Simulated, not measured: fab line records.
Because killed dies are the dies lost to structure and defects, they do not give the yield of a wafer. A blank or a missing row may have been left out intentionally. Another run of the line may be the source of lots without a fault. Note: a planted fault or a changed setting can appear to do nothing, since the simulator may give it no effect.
Matching of chambers :: flow gf180mcu :: cmp-01 running GF_V1_CMP_04: 4 sister chambers
The step polishes SiO2. 7 wafers are shown with their chamber, then 7 later ones without.

WAFERS PAIRED WITH THEIR CHAMBERS
wafer: L079.5
chamber: 1
motor-current-A (A): 12.7
time-to-endpoint-s (s): 82

wafer: L084.2
chamber: 0
motor-current-A (A): 11.3
time-to-endpoint-s (s): 84

wafer: L087.5
chamber: 3
motor-current-A (A): 13.3
time-to-endpoint-s (s): 79

wafer: L088.2
chamber: 1
motor-current-A (A): 12.9
time-to-endpoint-s (s): 76

wafer: L088.4
chamber: 3
motor-current-A (A): 13.6
time-to-endpoint-s (s): 79

wafer: L094.2
chamber: 2
motor-current-A (A): 10.5
time-to-endpoint-s (s): 87

wafer: L094.5
chamber: 2
motor-current-A (A): 10.6
time-to-endpoint-s (s): 87

WAFERS WITHOUT THEIR CHAMBER
wafer: L094.6
motor-current-A (A): 13.6
time-to-endpoint-s (s): 83

wafer: L095.1
motor-current-A (A): 10.6
time-to-endpoint-s (s): 76

wafer: L095.4
motor-current-A (A): 13.8
time-to-endpoint-s (s): 77

wafer: L095.5
motor-current-A (A): 11.6
time-to-endpoint-s (s): 83

wafer: L097.1
motor-current-A (A): 12.3
time-to-endpoint-s (s): 84

wafer: L097.5
motor-current-A (A): 12.1
time-to-endpoint-s (s): 87

wafer: L097.6
motor-current-A (A): 11.6
time-to-endpoint-s (s): 94

WHICH CHAMBER EACH ONE RAN IN
wafer: L094.6
from the rows above: 3
in truth: 3

wafer: L095.1
from the rows above: can't be placed: 2 or 0
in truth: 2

wafer: L095.4
from the rows above: 3
in truth: 3

wafer: L095.5
from the rows above: 0
in truth: 0

wafer: L097.1
from the rows above: 1
in truth: 1

wafer: L097.5
from the rows above: can't be placed: 0 or 1
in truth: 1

wafer: L097.6
from the rows above: 0
in truth: 0
5 of 7 placed correctly. These rows do not allow placing 2 (true chamber among the candidates in 2). Number placed wrongly: 0.
How it was worked out, from the rows above alone: a wafer's distance from a chamber is the root of the sum, over the readings, of the square of ((its reading less the chamber's mean) divided by the reading's scatter). The wafer belongs to the nearest chamber; if the next one is less than 2 further off, it can't be placed. The mean given for a chamber averages the wafers shown for that chamber. The scatter: the root of (the sum of the squares of (reading less its chamber's mean) over the shown wafers, divided by (wafers less chambers)).
